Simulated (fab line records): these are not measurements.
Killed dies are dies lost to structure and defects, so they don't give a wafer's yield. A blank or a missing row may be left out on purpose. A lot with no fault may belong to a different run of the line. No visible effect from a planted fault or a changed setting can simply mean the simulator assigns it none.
What tool caused it? ; flow gf180mcu ; 12 lots, 36 wafers sampled, at 6 steps of a route of 602

WHAT THE GAUGES READ, wafer by wafer
GF_MVSD_TW_MEAS_11.
lot;measured;on;MVSD_TW
L647;day 4 09:58;filmMetro-01;1570 1568 1568
L648;day 4 20:59;filmMetro-01;1633 1633 1637
L649;day 5 00:50;filmMetro-01;1576 1566 1569
L650;day 5 04:38;filmMetro-02;1559 1560 1564
L651;day 5 08:35;filmMetro-01;1627 1637 1627
L659;day 7 08:11;filmMetro-02;1607 1604 1606
L660;day 7 10:44;filmMetro-02;1540 1531 1543
L664;day 8 14:58;filmMetro-02;1560 1566 1560
L666;day 8 23:47;filmMetro-04;1612 1613 1609
L668;day 9 11:58;filmMetro-01;1561 1553 1568
L669;day 9 15:46;filmMetro-04;1604 1594 1600
L670;day 9 21:43;filmMetro-02;1556 1545 1549

GF_VT_IMPLANT_RS_MEAS_46: measurement is done with a four-point probe.
lot;measured;on;MVSD_RS (ohm/sq)
L647;day 7 12:25;filmMetro-01;456.9 455.0 454.9
L648;day 8 01:10;filmMetro-02;401.2 401.1 401.5
L649;day 8 06:12;filmMetro-02;456.0 456.5 458.2
L650;day 8 09:19;filmMetro-02;457.0 456.3 457.3
L651;day 8 13:44;filmMetro-04;401.4 400.8 400.9
L659;day 10 19:44;filmMetro-01;400.6 400.7 400.9
L660;day 10 22:14;filmMetro-04;455.6 455.7 456.9
L664;day 12 07:51;filmMetro-01;454.4 455.4 455.6
L666;day 12 18:35;filmMetro-04;456.3 455.3 454.1
L668;day 13 08:17;filmMetro-04;456.2 456.9 455.2
L669;day 13 14:10;filmMetro-02;456.9 457.3 457.4
L670;day 13 21:29;filmMetro-01;455.9 455.8 457.2

GF_DUAL_GATE_THK_MEAS_03.
lot;measured;on;DUAL_GATE_OXIDATION_00_THK (nm)
L647;day 7 15:02;filmMetro-03;11.03 10.73 10.83
L648;day 8 04:19;filmMetro-04;10.96 11.25 11.09
L649;day 8 13:58;filmMetro-03;11.17 10.96 10.78
L650;day 8 14:00;filmMetro-01;11.17 11.18 11.03
L651;day 8 22:23;filmMetro-03;11.08 10.94 11.05
L659;day 10 21:49;filmMetro-03;11.05 11.26 10.95
L660;day 11 01:51;filmMetro-01;10.90 10.89 10.99
L664;day 12 10:01;filmMetro-03;11.10 10.80 11.08
L666;day 12 20:49;filmMetro-01;11.16 11.01 10.99
L668;day 13 10:39;filmMetro-03;10.92 11.04 10.89
L669;day 13 17:31;filmMetro-03;10.74 10.64 10.66
L670;day 14 03:02;filmMetro-01;10.72 10.69 10.40

GF_POLY_GATE_CD_MEAS_10: the cd target is 280 nm.
lot;measured;on;cdNm (nm)
L647;day 9 10:05;cdSem-01;281.2 280.2 281.4
L648;day 9 21:22;cdSem-01;279.9 279.1 278.5
L649;day 10 05:07;cdSem-02;281.1 281.3 280.8
L650;day 10 04:30;cdSem-01;282.4 280.7 280.7
L651;day 10 14:13;cdSem-01;280.0 280.1 280.2
L659;day 12 17:41;cdSem-01;279.4 278.3 280.1
L660;day 12 20:29;cdSem-02;281.2 280.3 280.2
L664;day 14 04:38;cdSem-02;281.5 279.7 280.4
L666;day 14 16:44;cdSem-01;281.0 281.5 280.8
L668;day 15 06:22;cdSem-02;279.7 278.7 279.5
L669;day 15 14:58;cdSem-02;279.6 279.6 279.7
L670;day 16 01:20;cdSem-02;280.1 281.8 280.0

WHAT TOOL EACH LOT RAN ON (gives the tool, then ch and the chambers of the sampled wafers, and finally the start)
lot;GF_NWELL_STRIP_10;GF_MVSD_IMPLANT_09
L647;plasmaAsher-01 ch 0,1, day 3 06:22;implanter-03 ch 0, day 4 09:45
L648;plasmaAsher-03 ch 0,1, day 3 16:16;implanter-03 ch 0, day 4 20:26 and implanter-02 ch 0, day 4 20:44
L649;plasmaAsher-03 ch 0,1, day 3 21:04;implanter-01 ch 0, day 5 00:32
L650;plasmaAsher-01 ch 0,1, day 4 00:32;implanter-02 ch 0, day 5 04:25
L651;plasmaAsher-03 ch 0,1, day 4 04:46;implanter-02 ch 0, day 5 08:02
L659;plasmaAsher-01 ch 0,1, day 6 00:29;implanter-02 ch 0, day 7 07:39
L660;plasmaAsher-04 ch 0,1, day 6 04:22;implanter-03 ch 0, day 7 10:29
L664;plasmaAsher-04 ch 0,1, day 7 06:52;implanter-02 ch 0, day 8 14:43
L666;plasmaAsher-04 ch 0, day 7 15:22;implanter-03 ch 0, day 8 23:33
L668;plasmaAsher-01 ch 0,1, day 8 02:59;implanter-02 ch 0, day 9 11:46
L669;plasmaAsher-04 ch 0,1, day 8 07:49;implanter-02 ch 0, day 9 15:31
L670;plasmaAsher-04 ch 0,1, day 8 12:37;implanter-01 ch 0, day 9 21:28
- GF_NWELL_STRIP_10: strips in O2/N2.
- GF_MVSD_IMPLANT_09

AS READ BY THE TOOLS THEMSELVES (means over the sampled wafers that have a number; for cases with no such wafer, the mark the record gives instead)
GF_NWELL_STRIP_10.
lot;tool;drypumpMotorCurrentA (A);heaterPowerW (W);oesProductAu (a.u.);stripTimeToEndpointS (s)
L647;plasmaAsher-01;5.1;328;0.723;37.15
L648;plasmaAsher-03;5.9;379;0.720;36.93
L649;plasmaAsher-03;5.9;375;0.721;37.01
L650;plasmaAsher-01;5.1;332;0.722;36.98
L651;plasmaAsher-03;5.7;336;0.727;36.93
L659;plasmaAsher-01;5.1;328;0.721;36.80
L660;plasmaAsher-04;5.9;372;0.725;36.95
L664;plasmaAsher-04;5.9;379;0.726;37.01
L666;plasmaAsher-04;5.4;419;0.723;37.02
L668;plasmaAsher-01;5.1;333;0.721;37.02
L669;plasmaAsher-04;5.9;380;0.725;36.87
L670;plasmaAsher-04;5.9;368;0.724;37.05

GF_MVSD_IMPLANT_09.
lot;tool;beamEnergyKeV
L647;implanter-03;99.97
L648;implanter-03/implanter-02;100.02
L649;implanter-01;100.01
L650;implanter-02;99.96
L651;implanter-02;100.01
L659;implanter-02;100.00
L660;implanter-03;99.98
L664;implanter-02;99.98
L666;implanter-03;100.03
L668;implanter-02;100.02
L669;implanter-02;100.03
L670;implanter-01;100.02

THE ANSWER, worked out from the rows above alone
Rule: the lots themselves supply what counts as usual. The widest of any qualifying gaps counts: lots, ordered by their means at a reading, are off when they make up no more than a third of the lots, leave a main group of 4 or more, and stand apart from it by 3 or more times the standard deviation of that group's means. A main group whose means are all the same, to the digits that the tables above print for the reading, isn't used. Also off: a lot with no number at a reading for which 4 or more lots have one. The other lots that the step has rows for count as sound. Order of review: gauges by route order, followed by the tools' own readings, for which a lot's mean as printed above is used. At the first step where some lot is off, the reading lying furthest off is the one used; lots without a number count as furthest.
Off: L648, L651, L659, at GF_VT_IMPLANT_RS_MEAS_46 (MVSD_RS). Mean 456.2 ohm/sq and standard deviation 0.7 in the main group.
A tool fits if, at a process step before that reading, it ran every lot that is off, and no sound lot after the first of them. Gauges at GF_VT_IMPLANT_RS_MEAS_46: tried the same way as those tools. No candidate that was tried fits.

WHAT THE SIMULATOR PUT IN
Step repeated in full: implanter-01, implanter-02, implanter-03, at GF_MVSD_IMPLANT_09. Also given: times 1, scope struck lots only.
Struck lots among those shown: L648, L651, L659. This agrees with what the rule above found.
